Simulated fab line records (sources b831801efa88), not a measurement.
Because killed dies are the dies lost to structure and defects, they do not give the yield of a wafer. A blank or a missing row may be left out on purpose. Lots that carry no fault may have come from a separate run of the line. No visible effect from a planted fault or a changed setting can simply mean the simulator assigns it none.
fab line records -- flow sky130
record: lots: 13, wafers: 39, last-day: 50
route steps=708 shown POLY_GATE@228 LDD_N@245 LDD_HVP@285 LDD_LDN@301 PAD_OPEN@708
lots that met no fault: from a run of the same line without faults
start-h: hours from the record's first day to the start of the lot's first wafer shown -- wait-h: time in hours since the lot's previous step -- " unchanged from the row above -- L1.1+2: several wafers, shown together as one row -- - no value, or no start was given -- * or withheld: withheld -- < > ~ a bound
route shown NAME@n: NAME is a module with steps in the file, n the number in the route of the first one -- usual: average and standard deviation across the fault-free wafers -- same: alike in all rows -- chamber/n: place in a boat -- sites: readings site by site -- _std_site: the standard deviation of these -- _edge_site: the outer-site mean with the inner-site mean subtracted -- radius-mm: for every site, how far away it sits from the centre of the wafer -- mask NAME#n: copy n -- behind: the tool/chamber that last shaped the wafer -- hold: why the lot went on hold/how many hours it stayed there/how the hold came to an end -- device: the transistor (n, p or np) that didn't switch -- end of line: the route-end tests of the same wafers -- step lacking rows: just its recipe -- killed: dies lost to structure and defects at the first sort, not the wafer's yield -- map: shows each die of a wafer: x if killed, . if not, _ if none is there
set.NAME: setting as actually run; set.NAME@STEP: the setting as run at that earlier step -- model.NAME: the simulator's own value behind a step, which no gauge read
one table for each step of the route and one row for each wafer, over a sample of lots
services: from which hour (start-h, from the record's first day; less than 0 if before it) a tool's chamber was out of use, for how many hours, and why
== steps ==
step: SKY_POLY_GATE_OVL_MEAS_14
usual: POLY_GATE_OVL: 1/5.2
lot.wafer,tool,chamber,start-h,wait-h,POLY_GATE_OVL[nm]
L906.3,overlay-01,-,373.23,0.1,1
L906.4,overlay-01,-,373.23,0.1,3
L906.6,overlay-01,-,373.23,0.1,5
L909.2,overlay-02,-,388.12,0.1,5
L909.4,overlay-02,-,388.12,0.1,-2
L909.5,overlay-02,-,388.12,0.1,-6
L911.2,overlay-02,-,409.42,0.1,2
L911.3,overlay-02,-,409.42,0.1,-1
L911.5,overlay-02,-,409.42,0.1,1
L912.1,overlay-02,-,417.66,0.1,-2
L912.4,overlay-02,-,417.66,0.1,0
L912.5,overlay-02,-,417.66,0.1,2
L916.1,overlay-01,-,448.61,0.1,-7
L916.4,overlay-01,-,448.61,0.1,-9
L916.6,overlay-01,-,448.61,0.1,-4
L917.1,overlay-02,-,462.80,0.1,-1
L917.4,overlay-02,-,462.80,0.1,4
L917.5,overlay-02,-,462.80,0.1,0
L918.1,overlay-01,-,473.96,0.1,-6
L918.3,overlay-01,-,473.96,0.1,-4
L918.4,overlay-01,-,473.96,0.1,-4
L919.1,overlay-01,-,486.57,0.1,2
L919.2,overlay-01,-,486.57,0.1,4
L919.3,overlay-01,-,486.57,0.1,7
L925.1,overlay-02,-,531.61,0.1,4
L925.2,overlay-02,-,531.61,0.1,-7
L925.3,overlay-02,-,531.61,0.1,-4
L926.2,overlay-01,-,539.37,0.1,2
L926.3,overlay-01,-,539.37,0.1,4
L926.4,overlay-01,-,539.37,0.1,2
L927.1,overlay-01,-,548.41,0.1,-3
L927.3,overlay-01,-,548.41,0.1,-2
L927.4,overlay-01,-,548.41,0.1,1
L928.2,overlay-02,-,557.91,0.1,11
L928.3,overlay-02,-,557.91,0.1,3
L928.5,overlay-02,-,557.91,0.1,-3
L929.1,overlay-02,-,564.97,0.1,-4
L929.5,overlay-02,-,564.97,0.1,1
L929.6,overlay-02,-,564.97,0.1,-2
step: SKY_LDD_N_IMPLANT_08
recipe: species: As, energy-kev: 20, dose-cm2: 7.5e+13, tilt-deg: withheld, rotation-deg: 23
usual: beam-energy-keV: 19.999/0.0061
lot.wafer,tool,chamber,start-h,wait-h,beam-energy-keV
L906.3,implanter-02,0,404.73,0.1,19.990
L906.4,implanter-02,0,404.73,0.1,20.000
L906.6,implanter-02,0,404.73,0.1,20.000
L909.2,implanter-03,0,421.51,0.0,20.008
L909.4,implanter-03,0,421.51,0.0,20.005
L909.5,implanter-03,0,421.51,0.0,20.003
L911.2,implanter-02,0,441.81,0.0,19.998
L911.3,implanter-02,0,441.81,0.0,20.004
L911.5,implanter-02,0,441.81,0.0,19.997
L912.1,implanter-03,0,453.27,0.0,19.996
L912.4,implanter-03,0,453.27,0.0,20.014
L912.5,implanter-03,0,453.27,0.0,20.000
L916.1,implanter-02,0,481.48,0.0,19.988
L916.4,implanter-02,0,481.48,0.0,19.996
L916.6,implanter-02,0,481.48,0.0,20.000
L917.1,implanter-02,0,496.08,0.0,18.204
L917.4,implanter-02,0,496.08,0.0,18.203
L917.5,implanter-02,0,496.08,0.0,18.207
L918.1,implanter-02,0,507.23,0.0,18.212
L918.3,implanter-02,0,507.23,0.0,18.213
L918.4,implanter-02,0,507.23,0.0,18.223
L919.1,implanter-02,0,519.48,0.0,18.206
L919.2,implanter-02,0,519.48,0.0,18.205
L919.3,implanter-02,0,519.48,0.0,18.208
L925.1,implanter-01,0,563.62,0.0,19.992
L925.2,implanter-01,0,563.62,0.0,19.990
L925.3,implanter-01,0,563.62,0.0,19.990
L926.2,implanter-03,0,572.16,0.0,20.003
L926.3,implanter-03,0,572.16,0.0,19.994
L926.4,implanter-03,0,572.16,0.0,19.997
L927.1,implanter-01,0,580.33,0.0,20.002
L927.3,implanter-01,0,580.33,0.0,19.998
L927.4,implanter-01,0,580.33,0.0,20.011
L928.2,implanter-01,0,589.95,0.0,19.990
L928.3,implanter-01,0,589.95,0.0,19.986
L928.5,implanter-01,0,589.95,0.0,19.995
L929.1,implanter-03,0,596.88,0.0,19.996
L929.5,implanter-03,0,596.88,0.0,19.993
L929.6,implanter-03,0,596.88,0.0,19.998
step: SKY_LDD_HVP_OVL_MEAS_07
usual: LDD_HVP_OVL: -0.9/1.5
lot.wafer,tool,chamber,start-h,wait-h,LDD_HVP_OVL[nm]
L906.3,overlay-02,-,498.86,0.1,-1.9
L906.4,overlay-02,-,498.86,0.1,-1.1
L906.6,overlay-02,-,498.86,0.1,-1.7
L909.2,overlay-02,-,517.74,0.1,-3.5
L909.4,overlay-02,-,517.74,0.1,-2.6
L909.5,overlay-02,-,517.74,0.1,-1.3
L911.2,overlay-02,-,535.50,0.1,-0.1
L911.3,overlay-02,-,535.50,0.1,-1.4
L911.5,overlay-02,-,535.50,0.1,-0.3
L912.1,overlay-02,-,546.64,0.1,0.4
L912.4,overlay-02,-,546.64,0.1,-0.6
L912.5,overlay-02,-,546.64,0.1,-0.1
L916.1,overlay-02,-,574.88,0.1,1.5
L916.4,overlay-02,-,574.88,0.1,0.6
L916.6,overlay-02,-,574.88,0.1,-1.3
L917.1,overlay-01,-,589.65,0.1,-0.6
L917.4,overlay-01,-,589.65,0.1,-1.2
L917.5,overlay-01,-,589.65,0.1,-1.3
L918.1,overlay-01,-,600.85,0.1,-0.7
L918.3,overlay-01,-,600.85,0.1,-0.8
L918.4,overlay-01,-,600.85,0.1,-0.9
L919.1,overlay-01,-,612.24,0.1,-2.8
L919.2,overlay-01,-,612.24,0.1,-3.3
L919.3,overlay-01,-,612.24,0.1,-1.4
L925.1,overlay-01,-,653.38,0.1,-2.7
L925.2,overlay-01,-,653.38,0.1,-1.9
L925.3,overlay-01,-,653.38,0.1,-3.1
L926.2,overlay-02,-,662.09,0.1,-2.3
L926.3,overlay-02,-,662.09,0.1,-1.1
L926.4,overlay-02,-,662.09,0.1,-1.6
L927.1,overlay-01,-,669.59,0.1,-1.8
L927.3,overlay-01,-,669.59,0.1,-1.1
L927.4,overlay-01,-,669.59,0.1,-0.5
L928.2,overlay-02,-,678.99,0.1,-1.0
L928.3,overlay-02,-,678.99,0.1,-1.6
L928.5,overlay-02,-,678.99,0.1,-0.1
L929.1,overlay-01,-,684.29,0.1,1.0
L929.5,overlay-01,-,684.29,0.1,1.6
L929.6,overlay-01,-,684.29,0.1,1.8
step: SKY_LDD_LDN_STRIP_12
recipe: chemistry: O2/N2, power-w: 1400, pressure-mtorr: 1500, platen-temp-c: withheld, o2-flow-sccm: 3000, n2-flow-sccm: 300, overash-fraction: 0.5
usual: drypump-motor-current-A: 5.9/0.4, oes-product-au: 0.716/0.0043, strip-time-to-endpoint-s: 14.17/0.04
lot.wafer,tool,chamber,start-h,wait-h,drypump-motor-current-A,oes-product-au,rf-hours-counter-h,strip-time-to-endpoint-s
L906.3,plasma-asher-01,0,530.56,0.1,6.1,0.721,-,14.09
L906.4,plasma-asher-01,1,530.56,0.1,5.9,0.716,-,14.16
L906.6,plasma-asher-01,1,530.56,0.1,5.9,0.715,-,14.13
L909.2,plasma-asher-02,0,549.57,0.1,5.7,0.713,86,14.17
L909.4,plasma-asher-02,1,549.57,0.1,6.4,0.723,-,14.16
L909.5,plasma-asher-02,1,549.57,0.1,6.4,0.716,-,14.19
L911.2,plasma-asher-01,1,567.18,0.1,5.9,0.711,14,14.18
L911.3,plasma-asher-01,0,567.18,0.1,6.1,0.720,-,14.17
L911.5,plasma-asher-01,0,567.18,0.1,6.1,0.716,-,14.18
L912.1,plasma-asher-02,0,577.12,0.1,5.6,0.718,89,14.13
L912.4,plasma-asher-02,0,577.12,0.1,5.7,0.715,-,14.17
L912.5,plasma-asher-02,0,577.12,0.1,5.6,0.719,-,14.20
L916.1,plasma-asher-01,0,605.82,0.1,6.1,0.713,19,14.12
L916.4,plasma-asher-01,1,605.82,0.1,5.9,0.717,-,14.14
L916.6,plasma-asher-01,0,605.82,0.1,6.1,0.715,-,14.12
L917.1,plasma-asher-02,1,620.13,0.1,6.4,0.713,94,14.14
L917.4,plasma-asher-02,0,620.13,0.1,5.6,0.708,-,14.16
L917.5,plasma-asher-02,1,620.13,0.1,6.4,0.716,-,14.16
L918.1,plasma-asher-03,1,629.98,0.1,5.2,0.722,77,14.23
L918.3,plasma-asher-03,1,629.98,0.1,5.2,0.716,-,14.15
L918.4,plasma-asher-03,0,629.98,0.1,5.3,0.715,-,14.20
L919.1,plasma-asher-02,1,643.02,0.1,6.4,0.718,96,14.09
L919.2,plasma-asher-02,0,643.02,0.1,5.7,0.711,96,14.13
L919.3,plasma-asher-02,1,643.02,0.1,6.4,0.715,-,14.10
L925.1,plasma-asher-02,1,681.73,0.1,6.4,0.714,100,14.22
L925.2,plasma-asher-02,0,681.73,0.1,5.6,0.715,100,14.21
L925.3,plasma-asher-02,0,681.73,0.1,5.6,0.712,-,14.18
L926.2,plasma-asher-01,1,690.32,0.1,5.9,0.717,27,14.23
L926.3,plasma-asher-01,0,690.32,0.1,6.1,0.720,-,14.18
L926.4,plasma-asher-01,1,690.32,0.1,5.9,0.714,-,14.24
L927.1,plasma-asher-02,0,698.28,0.1,5.6,0.713,102,14.19
L927.3,plasma-asher-02,1,698.28,0.1,6.4,0.713,-,14.18
L927.4,plasma-asher-02,0,698.28,0.1,5.6,0.719,-,14.15
L928.2,plasma-asher-02,1,706.52,0.1,6.4,0.719,103,14.23
L928.3,plasma-asher-02,1,706.52,0.1,6.4,0.711,-,14.25
L928.5,plasma-asher-02,1,706.52,0.1,6.4,0.715,-,14.21
L929.1,plasma-asher-02,0,712.92,0.1,5.6,0.722,103,14.23
L929.5,plasma-asher-02,0,712.92,0.1,5.6,0.714,-,14.18
L929.6,plasma-asher-02,1,712.92,0.1,6.4,0.710,-,14.21
step: SKY_PAD_OPEN_PROBE_99
usual: killed_at_M0_to_M3: 43/8, killed_at_M4_up: 2.9/1.6, killed-at-contacts: 26/5.2, killed-at-front-end: 15/4.3, killed-at-other: 0.3/0.56, killed-dies: 87/10, killed-open: 48/6.9, killed-short: 40/6.5
same: gross-dies: 492, killed-at-back-side: 0
lot.wafer,tool,chamber,start-h,wait-h,killed_at_M0_to_M3,killed_at_M4_up,killed-at-contacts,killed-at-front-end,killed-at-other,killed-dies,killed-open,killed-short
L909.2,prober-01,-,1092.16,0.1,37,1,32,15,0,85,44,41
L909.4,prober-01,-,1092.26,0.2,40,5,29,11,0,85,48,37
L909.5,prober-01,-,1092.31,0.2,39,4,25,12,0,80,42,38
killed by level:class
L909.2 CONTACT:geometric-particle:open=10 LI_CONTACT:geometric-particle:open=9 VIA1:geometric-particle:open=7 CONTACT:geometric-particle:short=6 VIA2:geometric-particle:open=6 FIELD_ISO:geometric-particle:open=5 METAL1:geometric-particle:short=5 VIA1:geometric-particle:short=5
L909.4 VIA1:geometric-particle:open=10 CONTACT:geometric-particle:open=10 VIA3:geometric-particle:open=7 LI_CONTACT:geometric-particle:open=6 LOCAL_INTERCONNECT:geometric-particle:short=6 CONTACT:geometric-particle:short=5 METAL1:geometric-particle:short=5 METAL2:geometric-particle:short=5
L909.5 CONTACT:geometric-particle:open=11 VIA1:geometric-particle:open=9 VIA1:geometric-particle:short=7 CONTACT:geometric-particle:short=6 LI_CONTACT:geometric-particle:open=5 VIA2:geometric-particle:short=5 VIA2:geometric-particle:open=5 FIELD_ISO:geometric-particle:open=4
== services ==
tool,chamber,start-h,hours,kind
plasma-asher-01,-,387.90,1.8,repair
implanter-03,-,392.71,4.3,pm
plasma-asher-01,-,421.25,9.0,pm
plasma-asher-01,0,421.25,9.0,vent-cycle
plasma-asher-01,1,421.25,9.0,vent-cycle
plasma-asher-01,0,430.25,-,clean
plasma-asher-01,1,430.25,-,clean
plasma-asher-02,-,511.87,14.6,pm
implanter-03,-,513.18,2.9,repair
implanter-02,-,532.77,1.0,repair
implanter-02,-,586.41,19.1,pm
plasma-asher-03,-,587.34,13.0,repair
implanter-01,-,612.25,3.3,pm
plasma-asher-02,-,616.29,1.5,repair
implanter-02,-,625.89,4.9,repair
implanter-02,-,626.31,4.2,repair
plasma-asher-01,-,648.10,1.1,repair
implanter-01,-,653.19,0.6,repair
plasma-asher-03,-,670.19,0.3,repair
implanter-01,-,674.57,3.0,pm
implanter-01,-,698.36,3.8,repair
plasma-asher-03,-,705.41,2.8,pm
== key ==
first-sign: step: SKY_LDD_N_IMPLANT_08, reading: beam-energy-keV, direction: down, sigmas: 99+, usual: *, struck: *
effect none on later readings
met-at SKY_LDD_N_IMPLANT_08
struck-lots L917,L918,L919
tester-left-out L917,L918,L919
not-acting-at SKY_POLY_GATE_OVL_MEAS_14,SKY_LDD_HVP_OVL_MEAS_07,SKY_LDD_LDN_STRIP_12
onset-between 481.48 496.08
fault: kind: process-parameter-drift, tool: implanter-02, chamber: -, onset-h: 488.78, steps: SKY_LDD_N_IMPLANT_08, channel: energy-kev, offset: *, shape: step, end-h: 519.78, acts-in: *, stated: *
tester-left-out: of these lots the tester's yield and bins aren't shown, on N5 and GAA mostly nor the transistor test; their killed dies are dies lost to structure and defects alone, not to doping, threshold or leakage, so they don't give the yield
